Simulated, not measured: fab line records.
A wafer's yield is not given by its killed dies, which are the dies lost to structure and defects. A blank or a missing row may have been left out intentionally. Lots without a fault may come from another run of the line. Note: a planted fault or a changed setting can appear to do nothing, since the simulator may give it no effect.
A struck lot beside a sound one ; flow sky130 ; 41 out of 708 route steps
Sound: the wafers L103.3, L103.5, L103.6. The struck wafers were L116.1, L116.3, L116.4. At the end, the cause is stated.
Order at every step that has rows: each side's tool, ch and its chambers, its first start. Under that, the readings that differ: sound wafers ; struck wafers ; difference of the means ; sigmas: that difference in standard deviations of wafers without a fault.
alike: readings with means less than 2 such deviations apart, plus words and numbers identical on both sides. not compared: withheld readings, readings lacking a value on some wafer, bounds such as >300 that could conceal the same value, and numbers that have no deviation in the record and whose values overlap.
The two part at a step that has a row with sigmas, a row that says differs or no value, or rows on one side only. Non-overlapping numbers with no deviation appear without sigmas and do not part them. A reading missing from all wafers of one side parts the sides only when that side holds two or more wafers.

first, 7 steps without rows for these wafers: SKY_METAL5_DEHYDRATE_07 (time 60 s); SKY_METAL5_HMDS_08 (prime time 60 s); SKY_METAL5_COAT_09 (resist thk 1800 nm); SKY_METAL5_SOFTBAKE_10 (time 60 s); SKY_METAL5_EXPOSE_11 (exposes mask MM5, target cd 1600 nm); SKY_METAL5_PEB_12; SKY_METAL5_DEVELOP_13 (develop time 60 s).
SKY_METAL5_DESCUM_14: chemistry O2, time 11 s.
  sound on rie_metal-04 ch 0,1, day 46 09:26; struck on rie_metal-04 ch 0,1, day 48 12:22
  alike: drypump_motor_current_A, oes_product_au, temp_c
  not compared: rf_hours_counter_h
SKY_METAL5_METAL_ETCH_15: etches the open film in Cl2/BCl3, stops on SiO2, target depth 1260 nm, time 252 s.
  sound on rie_metal-04 ch 0,1, day 46 09:32; struck on rie_metal-04 ch 0,1, day 48 12:24
  alike: bias_w, drypump_motor_current_A, oes_product_au, throttle_valve_pct
  not compared: rf_hours_counter_h
SKY_METAL5_STRIP_16: strips in O2/N2.
  sound on plasma_asher-01 ch 0,1, day 46 09:43; struck on plasma_asher-01 ch 0,1, day 48 12:38
  alike: drypump_motor_current_A, oes_product_au, strip_time_to_endpoint_s
  not compared: rf_hours_counter_h
then, 2 steps without rows for these wafers: SKY_METAL5_STRIP_17 (strips in post etch residue remover, time 1200 s); SKY_METAL5_CLEAN_18 (cleans in IPA, time 180 s).
SKY_METAL5_CLEAN_19: cleans in O3/DIW.
  sound on wet_bench-02 ch 0, day 46 10:11; struck on wet_bench-02 ch 1, day 48 13:08
then, 1 step without rows for these wafers: SKY_PASSIVATION_CVD_00 (deposits SiO2, target thk 90 nm).
SKY_PASSIVATION_THK_MEAS_01:
  sound on film_metro-02 at day 46 10:20; struck on film_metro-03 at day 48 13:16
  alike: PASSIVATION_CVD_00_THK
then, 1 step without rows for these wafers: SKY_PASSIVATION_CVD_02 (deposits Si3N4, target thk 540 nm).
SKY_PASSIVATION_THK_MEAS_03:
  sound on film_metro-02 at day 46 10:37; struck on film_metro-02 at day 48 13:33
reading;sound;struck;difference;sigmas
PASSIVATION_CVD_02_THK (nm);556 550 557;535 542 546;-13;-2
then, 8 steps without rows for these wafers: SKY_PASSIVATION_DEHYDRATE_04 (time 60 s); SKY_PASSIVATION_HMDS_05 (prime time 60 s); SKY_PASSIVATION_COAT_06 (resist thk 3000 nm); SKY_PASSIVATION_SOFTBAKE_07; SKY_PASSIVATION_EXPOSE_08 (exposes mask NSM, target cd 3000 nm); SKY_PASSIVATION_PEB_09; SKY_PASSIVATION_DEVELOP_10 (develop time 60 s); SKY_PASSIVATION_ETCH_11 (etches the open film in CF4/O2, stops on AlCu, target depth 725 nm, time 161.1 s).
SKY_PASSIVATION_STRIP_12: strips in O2/N2.
  sound on plasma_asher-03 ch 0,1, day 47 06:20; struck on plasma_asher-03 ch 0,1, day 49 07:40
  alike: drypump_motor_current_A, oes_product_au, strip_time_to_endpoint_s
  not compared: rf_hours_counter_h
then, 7 steps without rows for these wafers: SKY_PAD_OPEN_DEHYDRATE_00 (time 60 s); SKY_PAD_OPEN_HMDS_01 (prime time 60 s); SKY_PAD_OPEN_COAT_02 (resist thk 3000 nm); SKY_PAD_OPEN_SOFTBAKE_03; SKY_PAD_OPEN_EXPOSE_04 (exposes mask PDM, target cd 60000 nm); SKY_PAD_OPEN_PEB_05; SKY_PAD_OPEN_DEVELOP_06 (develop time 60 s).
SKY_PAD_OPEN_ETCH_07: etches the open film in CF4/O2, stops on AlCu, target depth 725 nm, time 161.1 s.
  sound on rie_diel-03 ch 1,2, day 48 01:39; struck on rie_diel-03 ch 0,2,3, day 49 23:51
  alike: bias_w, drypump_motor_current_A, oes_product_au, throttle_valve_pct
  not compared: rf_hours_counter_h
then, 5 steps without rows for these wafers: SKY_PAD_OPEN_STRIP_08 (strips in O2/N2); SKY_PAD_OPEN_STRIP_09 (strips in post etch residue remover, time 1200 s); SKY_PAD_OPEN_CLEAN_10 (cleans in IPA, time 180 s); SKY_PAD_OPEN_CLEAN_11 (cleans in O3/DIW); SKY_PAD_OPEN_ANNEAL_12.
SKY_PAD_OPEN_BOW_MEAS_13:
  sound on film_metro-01 at day 48 04:04; struck on film_metro-03 at day 50 02:02
  alike: PAD_OPEN_BOW
SKY_PAD_OPEN_PROBE_99:
  sound on prober-01 at day 48 04:15; struck on prober-02 at day 50 02:10
reading;sound;struck;difference;sigmas
hold;- - -;await_dispo/2.7h/release await_dispo/2.7h/release await_dispo/2.7h/release;no value on the sound wafers;
defect_limited_yield (%);86.0 83.3 82.5;75.6 76.4 71.5;-9.4;-5
killed_at_M4_up;3 1 6;50 48 47;+45;+24
killed_dies;69 82 86;120 116 140;+46;+5
killed_on_rim;16 17 18;28 22 28;+9;+2
sort_bin_3_pad_short (%);1.2 1.0 0.2;2.8 2.8 4.1;+2.4;+6
sort_bin_5_function (%);8.1 9.8 11.4;15.2 13.8 16.9;+5.5;+4
sort_n_pass;423 410 406;372 376 352;-46;-5
sort_yield_pct (%);86.0 83.3 82.5;75.6 76.4 71.5;-9.4;-5
model.etest.tester.sort_n_pass;423 410 406;372 376 352;-46;
model.etest.tester.sort_yield_pct (%);85.98 83.33 82.52;75.61 76.42 71.54;-9.42;
model.etest.tester.sort_bin_5_pct (%);8.13 9.756 11.38;15.24 13.82 16.87;+5.55;
model.etest.tester.sort_bin_3_pct (%);1.22 1.016 0.2033;2.846 2.846 4.065;+2.439;
  alike: killed_at_M0_to_M3, killed_at_contacts, killed_at_front_end, killed_at_other, killed_open, killed_short, sort_bin_6_memory

== WHERE THEY PART ==
At SKY_PASSIVATION_THK_MEAS_03 first; at SKY_PAD_OPEN_PROBE_99 last (within this record only).

WHY: what the simulator had put in
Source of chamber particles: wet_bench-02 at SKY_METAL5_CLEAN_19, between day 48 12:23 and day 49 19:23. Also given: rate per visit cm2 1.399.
